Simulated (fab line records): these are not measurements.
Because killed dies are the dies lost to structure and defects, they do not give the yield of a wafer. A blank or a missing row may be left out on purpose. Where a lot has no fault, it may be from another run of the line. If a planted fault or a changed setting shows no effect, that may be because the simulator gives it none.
Code-filled problem report in 8D (eight disciplines) form	flow sky130	the parts of the form that need people (team, actions taken, sign-off) are left out

== 1. THE ISSUE ==
At SKY_PAD_OPEN_PROBE_99, killed_at_M4_up averages 38.8 over 6 wafers from 2 lots, while fault-free wafers read 3.1, standard deviation 2. That is +18 standard deviations from the usual mean.
First observed at day 50 02:39: wafer L157.1, on prober-01. The record has a number at this step for 6 wafers belonging to 2 lots. Rule for "out" (also "out of limits"): further than 4 standard deviations from the usual mean. The other wafers with a number count as sound.

== 2. WHAT IT IS, WHAT IT ISN'T ==
question	is	is not
which readings at this step	killed_at_M4_up	killed-at-contacts, killed-at-front-end, killed-at-other
which lots	L157, L158	-
which wafers of those lots	all that have a number	-
read on which tools	prober-01, prober-02	-
when	from day 50 02:39	up to then (0 sound wafers)

== 3. SUSPECTS, AND WHAT RULES EACH OUT ==
Counting: a tool at any process step up to the reading remains a suspect when it ran all the lots that are out and ran no sound lot after the first of those.
- plasma-asher-03 at SKY_METAL5_STRIP_16 (strips in O2/N2): kept. It ran every lot that is out, first L157 (day 48 12:53), and no sound lot after that.
Remaining after the count: plasma-asher-03 at SKY_METAL5_STRIP_16.

== 4. THE CAUSE (what the simulator had put in) ==
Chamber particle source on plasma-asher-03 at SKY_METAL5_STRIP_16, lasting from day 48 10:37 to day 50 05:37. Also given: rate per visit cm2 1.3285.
The count eliminated every tool but this one.

== 5. THE EFFECT CHAIN, in route order ==
Each row: a reading where the mean over the struck wafers with a number is more than 3 standard deviations away from the usual. Only readings whose record carries a usual standard deviation are examined. hours: median over the lots of the time between each lot's start at the first step of this table that gives one and its start at this step. sigmas: the change, counted in usual standard deviations.
hours	step	reading	usual	on struck wafers	change	sigmas
0	SKY_PAD_OPEN_PROBE_99	defect-limited-yield	82.2 %	76.3	-5.9	-3.5
0	SKY_PAD_OPEN_PROBE_99	killed_at_M4_up	3.1	38.8	+35.7	+18
0	SKY_PAD_OPEN_PROBE_99	killed-dies	87	116	+30	+3.5
0	SKY_PAD_OPEN_PROBE_99	sort_bin_3_pad_short	0.9 %	2.9	+2.0	+4.8
0	SKY_PAD_OPEN_PROBE_99	sort-n-pass	405	376	-30	-3.5
0	SKY_PAD_OPEN_PROBE_99	sort-yield-pct	82.2 %	76.3	-5.9	-3.5
It contains these process steps:
- SKY_PAD_OPEN_PROBE_99

== 6. HOW IT WOULD HAVE BEEN CAUGHT EARLIER ==
In this record the first reading out of limits was taken at day 50 02:39, 40 hours after the fault began at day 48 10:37.
No tool reading at SKY_METAL5_STRIP_16 that has a usual standard deviation in the record was out on any struck wafer, so an alarm limit of 4 standard deviations on those readings would not have fired.
All the lots that are out (2) had begun SKY_METAL5_STRIP_16 on plasma-asher-03 by day 50 02:39. Tool hold at that time: it would have spared none of them.
